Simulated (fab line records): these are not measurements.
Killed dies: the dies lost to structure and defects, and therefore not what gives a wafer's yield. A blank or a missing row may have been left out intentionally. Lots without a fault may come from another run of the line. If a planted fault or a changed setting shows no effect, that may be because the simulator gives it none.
Matching of chambers | flow gf180mcu | 4 sister chambers for GF_V4_CMP_04 on cmp-02
The step polishes SiO2. 8 wafers are shown with their chamber, then 11 later ones without.

WAFERS WITH THEIR CHAMBER
wafer  | chamber | motor current A (A) | time to endpoint s (s)
L449.1 | 3       | 11.6                | 75
L449.2 | 0       | 11.2                | 82
L455.1 | 3       | 11.7                | 69
L456.3 | 0       | 10.6                | 70
L459.1 | 1       | 13.5                | 70
L459.4 | 2       | 10.8                | 78
L459.6 | 2       | 10.3                | 76
L463.1 | 1       | 13.9                | 76

WAFERS WITHOUT THEIR CHAMBER
wafer  | motor current A (A) | time to endpoint s (s)
L463.4 | 11.1                | 78
L463.6 | 14.1                | 78
L465.1 | 13.8                | 75
L465.5 | 10.7                | 79
L465.6 | 13.2                | 77
L466.1 | 13.8                | 77
L466.3 | 10.5                | 74
L466.6 | 12.0                | 78
L467.3 | 12.1                | 72
L467.4 | 13.3                | 78
L467.6 | 11.5                | 81

CHAMBER TAKEN BY EACH
wafer  | from the rows above          | in truth
L463.4 | can't be placed: 0 or 2 or 3 | 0
L463.6 | 1                            | 1
L465.1 | 1                            | 1
L465.5 | can't be placed: 2 or 0      | 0
L465.6 | 1                            | 1
L466.1 | 1                            | 1
L466.3 | can't be placed: 2 or 0      | 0
L466.6 | can't be placed: 3 or 0      | 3
L467.3 | 3                            | 3
L467.4 | 1                            | 1
L467.6 | can't be placed: 3 or 0 or 2 | 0
Placed correctly: 6 of 11. These rows do not allow placing 5 (true chamber among the candidates in 5). 0 placed wrongly.
How it was worked out, from the rows above alone: a wafer's distance from a chamber is the root of the sum, over the readings, of the square of ((its reading less the chamber's mean) divided by the reading's scatter). The wafer belongs to the nearest chamber; if the next one is less than 2 further off, it can't be placed. A chamber's mean is the mean of its shown wafers. The scatter is the square root of a quotient: the sum, over the shown wafers, of each reading's squared deviation from its chamber's mean, divided by wafers minus chambers.
